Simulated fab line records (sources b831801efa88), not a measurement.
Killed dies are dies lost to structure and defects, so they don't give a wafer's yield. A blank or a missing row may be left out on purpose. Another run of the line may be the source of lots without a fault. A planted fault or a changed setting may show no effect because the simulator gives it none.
A lot that was struck, set against a sound lot	flow sky130	18 steps out of a route of 708
Sound: these wafers, L194.1, L194.4, L194.5. Struck: wafers L201.2, L201.3, L201.6. The cause comes at the end.
Per side, at each step with rows, come the tool, then ch with its chambers, and then its first start. Under that, the readings that differ: sound wafers	struck wafers	difference of the means	sigmas: that difference in standard deviations of wafers without a fault.
alike: a reading whose means differ by less than 2 such deviations, as well as words and numbers matching on both sides. not compared: withheld readings; readings where some wafer has no value; bounds like >300 that might hide an equal value; numbers whose values overlap and for which the record gives no deviation.
The two part at a step that has a row with sigmas, a row that says differs or no value, or rows on one side only. Non-overlapping numbers with no deviation appear without sigmas and do not part them. Lack of a reading on every wafer of one side parts them only where that side has two or more wafers.

first, 2 steps without rows for these wafers: SKY_CONTACT_PEB_12; SKY_CONTACT_DEVELOP_13 (develop time 60 s).
SKY_CONTACT_CD_MEAS_14: target cd 170 nm.
  sound: cdSem-02 at day 31 17:46; struck: cdSem-02 at day 34 02:52
  alike: cdNm
SKY_CONTACT_OVL_MEAS_15:
  sound: overlay-01 at day 31 17:53; struck: overlay-02 at day 34 02:59
reading	sound	struck	difference	sigmas
CONTACT_OVL (nm)	2 2 1	-11 -15 -12	-14	-3
SKY_CONTACT_ETCH_16: etches BARC in N2/H2, stops on SiO2, time 45.9 s, target depth 60 nm.
  sound on rieDiel-02 ch 0,1,3, day 31 17:55; struck on rieDiel-02 ch 1,2, day 34 03:01
  alike: drypumpMotorCurrentA, oesProductAu, throttleValvePct
  not compared: rfHoursCounterH
then, 1 step without rows for these wafers: SKY_CONTACT_ETCH_17 (etches SiO2 in C4F8/O2/Ar, stops on Si3N4, target depth 340 nm).
SKY_CONTACT_ETCH_18: etches Si3N4 in CHF3/O2, stops on TiN, time 39 s, target depth 75 nm.
  sound on rieDiel-02 ch 0,1,3; struck on rieDiel-02 ch 1,2
  alike: drypumpMotorCurrentA, oesProductAu, throttleValvePct
  not compared: rfHoursCounterH
SKY_CONTACT_STRIP_19: strips in O2/N2.
  sound on plasmaAsher-03 ch 0,1, day 31 18:03; struck on plasmaAsher-04 ch 1, day 34 03:08
  alike: drypumpMotorCurrentA, oesProductAu, stripTimeToEndpointS
  not compared: rfHoursCounterH
then, 3 steps without rows for these wafers: SKY_CONTACT_STRIP_20 (strips in post etch residue remover, time 1200 s); SKY_CONTACT_CLEAN_21 (cleans in IPA, time 180 s); SKY_CONTACT_CLEAN_22 (cleans in O3/DIW).
SKY_CONTACT_SPUTTER_23: material TiN, target thk 20 nm, time 80 s.
  sound: pvdSputter-03 at day 31 18:38; struck: pvdSputter-03 at day 34 03:49
  alike: throttleValvePct
SKY_CONTACT_CVD_24: deposits W, target thk 340 nm, time 102.12 s.
  sound on cvdW-02 ch 0,1, day 31 18:42; struck on cvdW-01 ch 0,1, day 34 03:53
reading	sound	struck	difference	sigmas
model.W_of_CONTACT_CVD_24.thkNm (nm)	332.2 335.1 334.2	260.6 255.9 257	-76.0	
  alike: heaterPowerW, susceptorTempC
SKY_CONTACT_RS_MEAS_25: measurement is done with a four-point probe.
  sound: filmMetro-01 at day 31 18:49; struck: filmMetro-04 at day 34 04:01
reading	sound	struck	difference	sigmas
CONTACT_W_RS (ohm/sq)	0.345 0.342 0.343	0.443 0.451 0.449	+0.104	+24
SKY_CONTACT_THK_MEAS_26: measures by xrf.
  sound: filmMetro-01 at day 31 18:56; struck: filmMetro-04 at day 34 04:07
reading	sound	struck	difference	sigmas
CONTACT_W_THK (nm)	337 341 340	263 258 259	-79	-16
SKY_CONTACT_CMP_27: polishes, stops on SiO2, t overpolish 15 s, target thk 0 nm.
  sound on cmp-02 ch 0,2,3, day 31 18:59; struck on cmp-02 ch 0,1,3, day 34 04:13
reading	sound	struck	difference	sigmas
timeToEndpointS (s)	86 82 83	64 63 67	-19	-5
  alike: motorCurrentA, slurryFlowMlMin
SKY_METAL1_SPUTTER_00: material Ti, target thk 15 nm, time 10 s.
  sound: pvdSputter-02 at day 31 19:17; struck: pvdSputter-04 at day 34 04:28
  alike: throttleValvePct
-- the record jumps here: 14 days lie between the struck wafers' starts before and after (it left off in module METAL1 and takes up again in module PAD_OPEN, whose first step shown is number 708 of the route) --
SKY_PAD_OPEN_PROBE_99:
  sound: prober-01 at day 45 22:28; struck: prober-02 at day 47 19:58
  alike: killed_at_M0_to_M3, killed_at_M4_up, killedAtContacts, killedAtFrontEnd, killedAtOther, killedDies, killedOpen, killedShort

== WHERE THEY PART ==
Earliest at SKY_CONTACT_OVL_MEAS_15; latest, in this record, at SKY_CONTACT_CMP_27. Later steps at which nothing parts them and some readings are alike: SKY_METAL1_SPUTTER_00, SKY_PAD_OPEN_PROBE_99.

WHY: what had been put in by the simulator
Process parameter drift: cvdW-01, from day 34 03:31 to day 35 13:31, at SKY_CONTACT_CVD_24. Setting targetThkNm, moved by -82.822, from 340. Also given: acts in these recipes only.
